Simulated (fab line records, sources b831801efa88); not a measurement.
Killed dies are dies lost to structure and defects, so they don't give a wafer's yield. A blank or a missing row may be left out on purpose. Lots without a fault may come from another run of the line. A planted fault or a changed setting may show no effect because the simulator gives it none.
A struck lot beside a sound one | flow sky130 | 14 steps out of a route of 708
Sound: wafers L880.4, L880.5, L880.6. Struck: wafer L875.5. (L875.3, L875.4 of the same lot were not struck and are left out.) The cause comes at the end.
At each step with rows: each side's tool, then ch and its chambers, then its first start. Under that, the readings that differ: sound wafers | struck wafers | difference of the means | sigmas: that difference in standard deviations of wafers without a fault.
alike: readings whose means differ by less than 2 such deviations, and words and numbers that are the same on both sides. not compared: withheld readings, readings that some wafer has no value for, bounds like >300 that may hide the same value, and numbers for which the record gives no deviation and whose values overlap.
The two part at a step that has a row with sigmas, a row that says differs or no value, or rows on one side only. Numbers that don't overlap but have no deviation are shown without sigmas and don't part them. A reading that every wafer of one side lacks parts them only if that side has two wafers or more.

first, 4 steps without rows for these wafers: SKY_VIA3_SOFTBAKE_08 (time 90 s); SKY_VIA3_EXPOSE_09 (exposes mask VIM3, target cd 200 nm); SKY_VIA3_PEB_10; SKY_VIA3_DEVELOP_11 (develop time 60 s).
SKY_VIA3_CD_MEAS_12: target cd 200 nm.
  sound on cd_sem-02, day 44 23:43; struck on cd_sem-01, day 43 12:10
  alike: cd_nm
SKY_VIA3_OVL_MEAS_13:
  sound on overlay-02, day 44 23:47; struck on overlay-02, day 43 12:15
  alike: VIA3_OVL
SKY_VIA3_ETCH_14: etches BARC in N2/H2, stops on SiO2, time 45.9 s, target depth 60 nm.
  sound on rie_diel-01 ch 0,1,3, day 44 23:49; struck on rie_diel-01 ch 2, day 43 12:16
  alike: drypump_motor_current_A, oes_product_au, rf_fwd_power_W, throttle_valve_pct
  not compared: rf_hours_counter_h
SKY_VIA3_ETCH_15: etches SiO2 in C4F8/O2/Ar, stops on TiN, target depth 507 nm, time 78 s.
  sound on rie_diel-01 ch 0,1,3, day 44 23:51; struck on rie_diel-01 ch 2, day 43 12:19
  alike: oes_product_au, rf_fwd_power_W
  not compared: rf_hours_counter_h
SKY_VIA3_STRIP_16: strips in O2/N2.
  sound on plasma_asher-04 ch 0,1, day 44 23:57; struck on plasma_asher-01 ch 1, day 43 12:25
  alike: drypump_motor_current_A, oes_product_au, strip_time_to_endpoint_s
  not compared: rf_hours_counter_h
then, 3 steps without rows for these wafers: SKY_VIA3_STRIP_17 (strips in post etch residue remover, time 1200 s); SKY_VIA3_CLEAN_18 (cleans in IPA, time 180 s); SKY_VIA3_CLEAN_19 (cleans in O3/DIW).
SKY_VIA3_SPUTTER_20: material TiN, target thk 20 nm, time 80 s.
  sound on pvd_sputter-02, day 45 00:32; struck on pvd_sputter-01, day 43 13:01
  reading                                  | sound             | struck | difference | sigmas
  model.TiN_of_VIA3_SPUTTER_20.thk_nm (nm) | 19.55 19.69 19.64 | 23.02  | +3.39      |
  alike: chamber_pressure_pa, throttle_valve_pct
SKY_VIA3_CVD_21: deposits W, target thk 390 nm, time 117.31 s.
  sound on cvd_w-01 ch 0,1, day 45 00:38; struck on cvd_w-02 ch 1, day 43 13:07
  alike: heater_power_w

WHERE THEY PART
Nowhere in this record.

WHY: what the simulator had put in
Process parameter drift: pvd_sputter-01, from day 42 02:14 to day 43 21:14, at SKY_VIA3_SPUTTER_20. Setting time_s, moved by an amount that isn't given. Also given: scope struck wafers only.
